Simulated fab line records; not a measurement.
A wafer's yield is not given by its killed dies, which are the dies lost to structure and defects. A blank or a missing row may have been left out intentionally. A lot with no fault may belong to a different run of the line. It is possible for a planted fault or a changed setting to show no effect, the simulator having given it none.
Which of the tools did it? | flow sky130 | 15 lots, 45 wafers sampled, at 4 steps of a route of 708

== WHAT EACH GAUGE READ, for each wafer ==
SKY_DNWELL_TW_MEAS_09. Usual: DNWELL_TW gives 1125 (standard deviation 15).
lot  | measured    | on            | DNWELL_TW      | flag
L298 | day 3 10:28 | film metro-01 | 1116 1121 1124 |
L300 | day 3 20:48 | film metro-04 | 1137 1135 1140 |
L302 | day 4 09:03 | film metro-01 | 1113 1107 1113 |
L303 | day 4 14:27 | film metro-01 | 1119 1117 1121 |
L304 | day 4 15:09 | film metro-02 | 1117 1116 1116 |
L308 | day 5 10:39 | film metro-01 | 1116 1111 1114 |
L310 | day 7 06:32 | film metro-04 | 1148 1154 1156 |
L315 | day 7 12:42 | film metro-01 | 1116 1118 1124 |
L317 | day 7 17:31 | film metro-04 | 1156 1155 1156 |
L318 | day 7 22:56 | film metro-02 | 1120 1126 1125 |
L319 | day 8 05:26 | film metro-04 | 1143 1147 1146 |
L320 | day 8 11:22 | film metro-02 | 1116 1123 1122 |

SKY_NWELL_OVL_MEAS_23. Usual: NWELL_01_OVL gives 0.6 nm (standard deviation 1.2).
lot  | measured     | on         | NWELL_01_OVL (nm) | flag
L298 | day 5 08:46  | overlay-02 | -1.1 0.8 -1.1     |
L300 | day 5 20:43  | overlay-02 | -1.8 -0.4 0.2     |
L302 | day 6 11:10  | overlay-02 | 1.5 -0.9 0.2      |
L303 | day 6 16:59  | overlay-01 | 0.8 1.3 0.0       |
L304 | day 6 17:38  | overlay-01 | 1.7 -0.6 -0.4     |
L308 | day 7 20:13  | overlay-01 | 0.9 0.9 0.8       |
L310 | day 9 20:29  | overlay-02 | 0.5 -0.3 1.4      |
L315 | day 10 02:35 | overlay-02 | -0.1 -0.2 0.2     |
L317 | day 10 09:49 | overlay-01 | 1.6 -0.1 1.6      |
L318 | day 10 13:29 | overlay-02 | -0.2 -0.5 -1.7    |
L319 | day 10 23:35 | overlay-02 | -0.9 -0.9 -0.8    |
L320 | day 11 04:51 | overlay-02 | 0.9 1.6 1.0       |

== WHICH TOOL RAN EACH LOT (tool, then ch and the chambers of the sampled wafers, then the start) ==
lot  | SKY_FIELD_ISO_CVD_24            | SKY_FIELD_ISO_CMP_27
L298 | hdpcvd-02 ch 0,1,2, day 2 14:02 | cmp-02 ch 1,3, day 2 15:43
L300 | hdpcvd-01 ch 0,2, day 2 23:29   | cmp-01 ch 0,1,2, day 3 02:16
L302 | hdpcvd-01 ch 1,2, day 3 11:25   | cmp-01 ch 0,1,2, day 3 13:11
L303 | hdpcvd-02 ch 0,1, day 3 15:41   | cmp-01 ch 0,1,3, day 3 20:00
L304 | hdpcvd-02 ch 0,1,2, day 3 17:49 | cmp-01 ch 1,2,3, day 3 21:15
L305 | hdpcvd-01 ch 0,2, day 3 22:56   | -
L306 | hdpcvd-01 ch 1,2, day 4 05:10   | -
L307 | hdpcvd-02 ch 0,1,2, day 4 11:03 | -
L308 | hdpcvd-01 ch 1,2, day 4 16:27   | cmp-01 ch 1,2,3, day 4 18:05
L310 | hdpcvd-01 ch 0,1,2, day 6 04:26 | cmp-02 ch 0,2,3, day 6 07:43
L315 | hdpcvd-01 ch 0,1,2, day 6 08:52 | cmp-02 ch 0,2,3, day 6 12:52
L317 | hdpcvd-01 ch 0,1, day 6 15:28   | cmp-02 ch 0,1, day 6 18:40
L318 | hdpcvd-01 ch 0,1,2, day 6 21:09 | cmp-02 ch 1,3, day 6 23:48
L319 | hdpcvd-02 ch 0,1, day 7 01:02   | cmp-01 ch 0,1,2, day 7 04:34
L320 | hdpcvd-02 ch 0,1,2, day 7 09:37 | cmp-01 ch 1,2,3, day 7 12:28
- SKY_FIELD_ISO_CVD_24: deposits SiO2, target thk 595 nm, time 99.2 s.
- SKY_FIELD_ISO_CMP_27: polishes, stops on Si3N4, t overpolish 16 s, target thk 457.8 nm.

== AS READ BY THE TOOLS THEMSELVES (means over the sampled wafers that have a number; for cases with no such wafer, the mark the record gives instead) ==
SKY_FIELD_ISO_CVD_24. Usual: pressure mtorr 5.998 mTorr, standard deviation 0.012; run length s 126.8 s, standard deviation 0.75; sih4 flow sccm 59.97 sccm, standard deviation 0.17; susceptor temp C 649.98 C, standard deviation 0.29.
lot  | tool      | pressure mtorr (mTorr) | run length s (s) | sih4 flow sccm (sccm) | susceptor temp C (C) | flag
L298 | hdpcvd-02 | 6.000                  | 126.8            | 60.03                 | 650.16               |
L300 | hdpcvd-01 | 6.011                  | 127.6            | 60.08                 | 649.95               |
L302 | hdpcvd-01 | 5.996                  | 127.7            | 60.22                 | 650.03               |
L303 | hdpcvd-02 | 5.993                  | 126.6            | 59.85                 | 650.14               |
L304 | hdpcvd-02 | 5.999                  | 126.7            | 59.96                 | 650.18               |
L305 | hdpcvd-01 | -                      | -                | -                     | -                    | OFF
L306 | hdpcvd-01 | -                      | -                | -                     | -                    | OFF
L307 | hdpcvd-02 | -                      | -                | -                     | -                    | OFF
L308 | hdpcvd-01 | 6.007                  | 126.9            | 60.01                 | 649.80               |
L310 | hdpcvd-01 | 5.997                  | 127.0            | 59.94                 | 650.15               |
L315 | hdpcvd-01 | 5.983                  | 127.0            | 60.06                 | 649.82               |
L317 | hdpcvd-01 | 5.995                  | 126.2            | 59.82                 | 650.09               |
L318 | hdpcvd-01 | 6.004                  | 127.0            | 59.96                 | 649.86               |
L319 | hdpcvd-02 | 5.995                  | 126.2            | 60.00                 | 649.93               |
L320 | hdpcvd-02 | 6.000                  | 126.5            | 59.82                 | 650.04               |

SKY_FIELD_ISO_CMP_27. Usual: motor current A 13.0 A, standard deviation 1.1; overpolish run s 16.001 s, standard deviation 0.0092; slurry flow ml min 149.9, standard deviation 0.46; time to endpoint s 110 s, standard deviation 4.7.
lot  | tool   | motor current A (A) | overpolish run s (s) | slurry flow ml min | time to endpoint s (s) | flag
L298 | cmp-02 | 12.1                | 15.996               | 150.3              | 111                    |
L300 | cmp-01 | 13.6                | 16.005               | 149.9              | 108                    |
L302 | cmp-01 | 13.9                | 16.008               | 150.5              | 112                    |
L303 | cmp-01 | 12.9                | 16.003               | 149.7              | 112                    |
L304 | cmp-01 | 13.1                | 15.992               | 149.9              | 111                    |
L308 | cmp-01 | 13.1                | 16.002               | 150.1              | 115                    |
L310 | cmp-02 | 13.0                | 16.005               | 150.1              | 104                    |
L315 | cmp-02 | 12.6                | 16.007               | 149.9              | 111                    |
L317 | cmp-02 | 13.2                | 16.001               | 149.8              | 110                    |
L318 | cmp-02 | 12.2                | 15.995               | 150.0              | 110                    |
L319 | cmp-01 | 13.8                | 15.996               | 149.5              | 108                    |
L320 | cmp-01 | 12.7                | 15.994               | 150.2              | 115                    |

== THE ANSWER, worked out from the rows above alone ==
Rule: a lot is off if the mean of its wafers that have a number lies more than 3 standard deviations from the usual mean. A lot without any number at a reading at which 4 lots or more have one is off too. Where the step has rows for the other lots, those lots are counted as sound. Order of review: gauges by route order, followed by the tools' own readings, for which a lot's mean as printed above is used. At the first step where some lot is off, the reading lying furthest off is the one used; lots without a number count as furthest.
Off, at SKY_FIELD_ISO_CVD_24 on pressure mtorr: L305, L306, L307. Without a number there: L305, L306, L307.
If a tool, at that step or one of the process steps before it, ran each lot that is off and ran no sound lot following the first of them, it fits. Of those tried, none fits.

== WHAT THE SIMULATOR HAD PUT IN ==
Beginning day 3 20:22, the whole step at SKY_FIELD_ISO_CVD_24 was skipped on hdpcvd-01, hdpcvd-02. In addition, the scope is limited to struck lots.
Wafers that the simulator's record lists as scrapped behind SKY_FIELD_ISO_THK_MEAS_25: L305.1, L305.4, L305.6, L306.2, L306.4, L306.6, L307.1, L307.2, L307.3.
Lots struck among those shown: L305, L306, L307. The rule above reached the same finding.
